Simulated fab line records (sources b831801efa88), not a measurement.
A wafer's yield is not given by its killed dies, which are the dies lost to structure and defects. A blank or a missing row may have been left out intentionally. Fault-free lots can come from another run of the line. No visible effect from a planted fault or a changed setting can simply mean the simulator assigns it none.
fab line records	flow sfqLine
record lots=15	wafers=45	lastDay=94
route steps=325 shown I1@84 M2@90
lots that met no fault: taken from a fault-free run of the same line
startH: hours from the record's opening day to when the first of the lot's shown wafers began	waitH: how many hours have passed since the lot's step before this one	" unchanged from the row above	L1.1+2: a row that stands for several wafers	- either no value or no given start	* or withheld: withheld	< > ~ a bound
route shown NAME@n: NAME is a module with steps in the file, n the number in the route of the first one	usual: average and standard deviation across the fault-free wafers	same: alike in all rows	chamber/n: place in a boat	sites: each site's reading	_std_site: their standard deviation	_edge_site: the outer-site mean with the inner-site mean subtracted	radiusMm: for every site, how far away it sits from the centre of the wafer	mask NAME#n: copy n	behind: the tool/chamber that last shaped the wafer	hold: what put the lot on hold/how long, in hours/how the hold closed	device: which transistor (n, p or np) failed to switch	end of line: the tests these same wafers got at the end of their route	a step without rows: its recipe alone	killed: at the first sort, the dies lost to defects and structure; wafer yield is something else	map: shows each die of a wafer: x if killed, . if not, _ if none is there
set.NAME: the setting the step ran with; set.NAME@STEP: the setting that earlier step ran with	model.NAME: the simulator's own value behind a step, which no gauge read
one table for each step of the route and one row for each wafer, over a sample of lots
services: a tool's chamber out of use, with start hour (startH, from the record's first day; less than 0 if before it), hours out, and reason
## steps
# step SFQ_TRILAYER_I1_VIA_BARC_OPEN_VIA_ETCH_071
# recipe maskMaterial=PR	chemistry=O2	targetDepthNm=125	target=BARC	sourceW=500	biasW=80	pressureMtorr=30	timeS=41.7
# usual biasW=80.02/0.24	drypumpMotorCurrentA=5.5/0.42	oesProductAu=0.685/0.0046	rfFwdPowerW=494.7/2.3
lot.wafer	tool	chamber	startH	waitH	biasW	drypumpMotorCurrentA	oesProductAu	rfFwdPowerW	rfHoursCounterH
L310.1	rieDiel-04	2	391.97	0.0	80.14	5.5	0.695	494.2	87
L310.5	"	3	"	"	80.42	6.3	0.692	495.1	-
L310.6	"	2	"	"	80.09	5.5	0.682	492.1	-
L311.1	rieDiel-01	1	402.77	0.0	80.02	5.2	0.683	495.4	101
L311.2	"	3	"	"	80.33	5.6	0.683	490.8	102
L311.6	"	3	"	"	79.89	5.6	0.681	492.0	-
L312.3	rieDiel-04	0	420.77	0.0	79.82	5.0	0.680	494.7	13
L312.4	"	1	"	"	80.22	5.6	0.691	494.0	30
L312.6	"	0	"	"	79.73	5.0	0.687	494.7	-
L313.1	rieDiel-01	3	434.97	0.0	80.14	5.6	0.687	492.3	103
L313.3	"	2	"	"	79.88	4.8	0.687	497.1	1
L313.4	"	0	"	"	80.08	5.4	0.690	495.9	1
L314.2	rieDiel-01	2	438.57	0.0	79.90	4.9	0.691	496.8	1
L314.4	"	0	"	"	80.38	5.4	0.682	494.6	1
L314.5	"	2	"	"	80.29	4.8	0.688	497.6	-
L316.2	rieDiel-02	3	461.37	0.0	79.84	5.9	0.684	495.8	55
L316.3	"	1	"	"	80.05	6.1	0.678	494.4	77
L316.4	"	1	"	"	79.85	6.1	0.689	495.5	-
L317.2	rieDiel-01	2	468.57	0.0	79.76	4.8	0.684	495.9	1
L317.3	"	0	"	"	79.74	5.4	0.674	498.2	1
L317.5	"	3	"	"	80.02	5.6	0.687	495.5	-
L318.1	rieDiel-01	1	475.77	0.0	80.07	5.2	0.686	495.0	103
L318.4	"	1	"	"	80.16	5.2	0.685	493.2	-
L318.6	"	2	"	"	80.00	4.8	0.685	497.8	-
L319.2	rieDiel-02	0	478.17	0.0	79.77	5.6	0.692	493.3	3
L319.5	"	3	"	"	80.24	5.9	0.691	495.6	-
L319.6	"	0	"	"	80.31	5.5	0.693	496.3	-
L320.1	rieDiel-01	0	488.97	0.0	80.43	5.4	0.694	494.6	2
L320.2	"	1	"	"	80.01	5.2	0.680	494.5	103
L320.6	"	0	"	"	80.12	5.4	0.691	498.2	-
L322.2	rieDiel-01	2	506.97	0.0	80.43	4.8	0.686	500.4	2
L322.5	"	0	"	"	80.16	5.4	0.688	495.9	-
L322.6	"	1	"	"	79.97	5.2	0.673	494.0	-
L323.1	rieDiel-01	0	511.77	0.0	80.11	5.4	0.685	497.2	2
L323.2	"	3	"	"	79.74	5.6	0.680	492.5	0
L323.5	"	0	"	"	80.13	5.4	0.684	496.4	-
L329.2	rieDiel-04	3	565.13	0.0	80.17	6.3	0.684	491.6	18
L329.3	"	0	"	"	80.15	5.0	0.688	492.8	15
L329.4	"	1	"	"	79.82	5.6	0.682	492.4	-
L331.2	rieDiel-02	2	578.46	0.0	79.50	5.8	0.691	491.2	7
L331.4	"	3	"	"	80.19	5.8	0.689	498.1	-
L331.6	"	2	"	"	79.58	5.8	0.681	489.6	-
L332.1	rieDiel-04	1	584.46	0.0	80.21	5.6	0.680	495.1	33
L332.2	"	0	"	"	79.81	5.0	0.685	493.4	16
L332.3	"	2	"	"	80.43	5.5	0.678	494.2	0
# step SFQ_TRILAYER_I1_VIA_ETCH_VIA_ETCH_052
# recipe target=SiO2	stopOn=Nb	maskMaterial=PR	taperDeg=20	chemistry=CHF3	targetDepthNm=260	sourceW=500	biasW=80	pressureMtorr=30	timeS=withheld
# usual biasW=79.97/0.24	drypumpMotorCurrentA=5.5/0.42	oesProductAu=0.852/0.0057	rfFwdPowerW=498.0/1.6
lot.wafer	tool	chamber	startH	waitH	biasW	drypumpMotorCurrentA	oesProductAu	rfFwdPowerW
L310.1	rieDiel-04	2	392.01	0.0	80.11	5.5	0.845	499.0
L310.5	"	3	"	"	80.34	6.3	0.852	497.7
L310.6	"	2	"	"	80.23	5.5	0.857	500.3
L311.1	rieDiel-01	1	402.81	0.0	80.33	5.2	0.849	496.0
L311.2	"	3	"	"	79.72	5.6	0.852	498.9
L311.6	"	3	"	"	79.87	5.6	0.844	497.9
L312.3	rieDiel-04	0	420.81	0.0	79.91	5.0	0.849	495.7
L312.4	"	1	"	"	80.42	5.6	0.850	496.7
L312.6	"	0	"	"	80.01	5.0	0.857	494.4
L313.1	rieDiel-01	3	435.01	0.0	79.99	5.7	0.855	496.9
L313.3	"	2	"	"	79.83	4.8	0.867	498.2
L313.4	"	0	"	"	80.27	5.4	0.858	499.5
L314.2	rieDiel-01	2	438.61	0.0	79.74	4.8	0.852	498.8
L314.4	"	0	"	"	80.53	5.4	0.857	499.1
L314.5	"	2	"	"	79.82	4.8	0.849	497.7
L316.2	rieDiel-02	3	461.41	0.0	80.03	5.9	0.847	499.6
L316.3	"	1	"	"	80.03	6.1	0.851	499.8
L316.4	"	1	"	"	79.91	6.1	0.846	501.7
L317.2	rieDiel-01	2	468.61	0.0	79.80	4.8	0.861	498.7
L317.3	"	0	"	"	79.77	5.4	0.866	498.5
L317.5	"	3	"	"	79.86	5.7	0.851	495.5
L318.1	rieDiel-01	1	475.81	0.0	80.04	5.3	0.847	497.2
L318.4	"	1	"	"	79.98	5.2	0.849	498.1
L318.6	"	2	"	"	80.26	4.9	0.850	498.8
L319.2	rieDiel-02	0	478.21	0.0	80.03	5.6	0.856	499.5
L319.5	"	3	"	"	79.91	5.9	0.858	498.9
L319.6	"	0	"	"	80.07	5.5	0.851	495.5
L320.1	rieDiel-01	0	489.01	0.0	96.58	5.4	0.844	501.7
L320.2	"	1	"	"	79.61	5.2	0.844	496.2
L320.6	"	0	"	"	96.67	5.4	0.853	498.1
L322.2	rieDiel-01	2	507.01	0.0	80.23	4.8	0.849	499.6
L322.5	"	0	"	"	96.63	5.4	0.853	496.3
L322.6	"	1	"	"	80.15	5.2	0.851	499.0
L323.1	rieDiel-01	0	511.81	0.0	96.51	5.4	0.844	501.0
L323.2	"	3	"	"	80.16	5.7	0.854	495.7
L323.5	"	0	"	"	96.65	5.4	0.859	501.0
L329.2	rieDiel-04	3	565.17	0.0	79.65	6.3	0.853	497.0
L329.3	"	0	"	"	80.29	5.0	0.845	497.4
L329.4	"	1	"	"	80.05	5.6	0.856	498.1
L331.2	rieDiel-02	2	578.50	0.0	79.87	5.8	0.853	499.1
L331.4	"	3	"	"	79.56	5.9	0.843	500.4
L331.6	"	2	"	"	80.11	5.8	0.858	496.8
L332.1	rieDiel-04	1	584.50	0.0	80.27	5.6	0.861	498.3
L332.2	"	0	"	"	80.26	5.0	0.848	497.1
L332.3	"	2	"	"	79.82	5.5	0.856	498.2
# step SFQ_M2_RS_MEAS_914
# recipe thkMeasGauge=four-point-probe	reads=Nb_of_TRILAYER_M2_DEP_SPUTTER_055
# usual M2_NB_RS=0.886/0.012
lot.wafer	tool	chamber	startH	waitH	M2_NB_RS[ohm/sq]
L310.1	filmMetro-04	-	393.02	0.0	0.885
L310.5	"	-	"	"	0.874
L310.6	"	-	"	"	0.901
L311.1	filmMetro-04	-	403.82	0.0	0.891
L311.2	"	-	"	"	0.886
L311.6	"	-	"	"	0.888
L312.3	filmMetro-04	-	421.87	0.1	0.878
L312.4	"	-	"	"	0.885
L312.6	"	-	"	"	0.877
L313.1	filmMetro-03	-	436.02	0.0	0.870
L313.3	"	-	"	"	0.860
L313.4	"	-	"	"	0.873
L314.2	filmMetro-02	-	439.64	0.1	0.896
L314.4	"	-	"	"	0.893
L314.5	"	-	"	"	0.888
L316.2	filmMetro-04	-	462.45	0.1	0.875
L316.3	"	-	"	"	0.872
L316.4	"	-	"	"	0.855
L317.2	filmMetro-02	-	469.64	0.1	0.885
L317.3	"	-	"	"	0.904
L317.5	"	-	"	"	0.884
L318.1	filmMetro-03	-	476.82	0.0	0.861
L318.4	"	-	"	"	0.885
L318.6	"	-	"	"	0.887
L319.2	filmMetro-02	-	479.24	0.1	0.874
L319.5	"	-	"	"	0.883
L319.6	"	-	"	"	0.886
L320.1	filmMetro-03	-	490.03	0.1	0.895
L320.2	"	-	"	"	0.891
L320.6	"	-	"	"	0.884
L322.2	filmMetro-03	-	508.04	0.1	0.886
L322.5	"	-	"	"	0.895
L322.6	"	-	"	"	0.889
L323.1	filmMetro-03	-	512.82	0.0	0.876
L323.2	"	-	"	"	0.873
L323.5	"	-	"	"	0.875
L329.2	filmMetro-04	-	566.20	0.1	0.888
L329.3	"	-	"	"	0.878
L329.4	"	-	"	"	0.886
L331.2	filmMetro-04	-	579.53	0.1	0.897
L331.4	"	-	"	"	0.898
L331.6	"	-	"	"	0.888
L332.1	filmMetro-04	-	585.51	0.0	0.880
L332.2	"	-	"	"	0.890
L332.3	"	-	"	"	0.900
# step SFQ_TRILAYER_M2_BARC_OPEN_METAL_ETCH_077
# recipe maskMaterial=PR	chemistry=O2	targetDepthNm=125	target=BARC	icpW=600	biasW=80	pressureMtorr=10	timeS=41.7
# usual biasW=79.99/0.24	drypumpMotorCurrentA=5.6/0.56	oesProductAu=0.685/0.0049	rfFwdPowerW=592.5/2.9
lot.wafer	tool	chamber	startH	waitH	biasW	drypumpMotorCurrentA	oesProductAu	rfFwdPowerW	rfHoursCounterH
L310.1	rieMetal-01	1	510.57	0.0	79.98	5.6	0.677	587.9	53
L310.5	"	0	"	"	79.84	5.0	0.689	598.6	-
L310.6	"	1	"	"	80.11	5.6	0.689	590.0	-
L311.1	rieMetal-04	0	523.77	0.0	80.19	6.2	0.682	596.2	24
L311.2	"	1	"	"	80.09	5.7	0.696	589.6	124
L311.6	"	1	"	"	79.97	5.7	0.680	592.1	-
L312.3	rieMetal-01	1	547.15	0.0	79.78	5.6	0.685	588.3	-
L312.4	"	0	"	"	79.88	5.0	0.689	597.8	-
L312.6	"	0	"	"	80.41	5.0	0.688	597.5	-
L313.1	rieMetal-03	0	567.53	0.0	80.34	5.1	0.695	597.0	79
L313.3	"	1	"	"	79.88	6.6	0.686	593.1	-
L313.4	"	0	"	"	80.31	5.1	0.686	592.6	-
L314.2	rieMetal-03	0	571.13	0.0	80.28	5.0	0.684	591.7	79
L314.4	"	1	"	"	80.57	6.6	0.688	593.9	-
L314.5	"	1	"	"	80.45	6.5	0.689	592.8	-
L316.2	rieMetal-03	1	595.26	0.0	79.81	6.5	0.686	592.6	107
L316.3	"	1	"	"	80.16	6.5	0.695	591.2	-
L316.4	"	0	"	"	80.15	5.1	0.685	593.6	-
L317.2	rieMetal-03	1	607.85	0.0	80.16	6.5	0.676	590.8	109
L317.3	"	1	"	"	79.88	6.5	0.675	591.2	-
L317.5	"	0	"	"	79.46	5.0	0.685	593.1	-
L318.1	rieMetal-04	1	618.65	0.0	79.94	5.7	0.688	591.4	137
L318.4	"	0	"	"	79.89	6.2	0.685	595.3	-
L318.6	"	0	"	"	79.80	6.2	0.690	595.7	-
L319.2	rieMetal-01	1	622.27	0.0	80.05	5.6	0.688	588.2	-
L319.5	"	1	"	"	80.16	5.6	0.690	588.8	-
L319.6	"	1	"	"	80.19	5.6	0.686	586.6	-
L320.1	rieMetal-01	0	639.50	0.0	79.71	5.0	0.680	594.6	173
L320.2	"	1	"	"	80.08	5.6	0.691	589.0	75
L320.6	"	0	"	"	80.15	5.0	0.687	595.1	-
L322.2	rieMetal-01	1	662.03	0.0	79.96	5.6	0.674	589.3	-
L322.5	"	1	"	"	80.11	5.6	0.678	588.1	-
L322.6	"	1	"	"	79.75	5.6	0.682	587.2	-
L323.1	rieMetal-03	1	669.21	0.0	80.02	6.5	0.684	593.0	118
L323.2	"	0	"	"	80.07	5.0	0.689	594.0	94
L323.5	"	1	"	"	80.13	6.5	0.682	591.7	-
L329.2	rieMetal-03	1	715.97	0.0	79.80	6.5	0.688	591.5	125
L329.3	"	1	"	"	79.66	6.5	0.686	593.2	-
L329.4	"	0	"	"	80.05	5.1	0.685	596.8	-
L331.2	rieMetal-03	0	724.50	0.0	80.14	5.0	0.682	594.0	102
L331.4	"	0	"	"	80.03	5.0	0.680	590.9	-
L331.6	"	1	"	"	79.94	6.5	0.677	593.7	-
L332.1	rieMetal-04	1	726.90	0.0	79.74	5.6	0.683	592.5	152
L332.2	"	0	"	"	80.00	6.2	0.691	593.5	57
L332.3	"	0	"	"	80.08	6.2	0.688	592.8	-
## services
tool	chamber	startH	hours	kind
rieDiel-04	-	403.28	2.0	repair
rieDiel-01	-	403.54	0.4	repair
rieDiel-02	2	440.97	2.2	repair
rieDiel-02	2	455.30	8.1	repair
rieDiel-04	3	458.62	1.5	repair
rieDiel-01	-	460.58	0.7	repair
rieDiel-04	2	461.56	15.3	repair
rieDiel-02	-	466.51	4.3	pm
rieDiel-04	0	467.82	12.6	repair
rieDiel-04	2	481.07	8.9	repair
rieDiel-04	3	485.43	4.3	repair
rieDiel-02	-	486.23	2.8	pm
rieDiel-04	-	504.37	4.6	repair
rieDiel-04	0	517.08	4.4	repair
rieDiel-01	-	518.27	4.3	pm
rieDiel-04	-	543.99	0.1	repair
rieDiel-02	-	544.29	0.8	repair
rieDiel-01	3	578.06	5.4	repair
rieDiel-01	-	614.67	2.8	pm
rieDiel-01	1	635.44	8.9	repair
rieMetal-03	-	658.29	2.8	pm
rieDiel-01	1	687.34	7.4	repair
rieDiel-04	2	698.05	11.8	repair
rieDiel-04	1	698.42	7.3	repair
## key
firstSign step=SFQ_TRILAYER_I1_VIA_ETCH_VIA_ETCH_052	reading=biasW	direction=up	sigmas=70	usual=79.97	struck=96.61
effect none on later readings
metAt SFQ_TRILAYER_I1_VIA_ETCH_VIA_ETCH_052
struckLots L320,L322,L323
struckWafers L320.1,L320.6,L322.5,L323.1,L323.5
notActingAt SFQ_TRILAYER_I1_VIA_BARC_OPEN_VIA_ETCH_071,SFQ_M2_RS_MEAS_914,SFQ_TRILAYER_M2_BARC_OPEN_METAL_ETCH_077
onsetBetween 468.61 489.01
fault kind=processParameterDrift	tool=rieDiel-01	chamber=0	onsetH=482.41	steps=SFQ_TRILAYER_I1_VIA_ETCH_VIA_ETCH_052	channel=biasW	offset=16.858	shape=step	endH=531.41	actsIn=theseRecipesOnly	stated=80
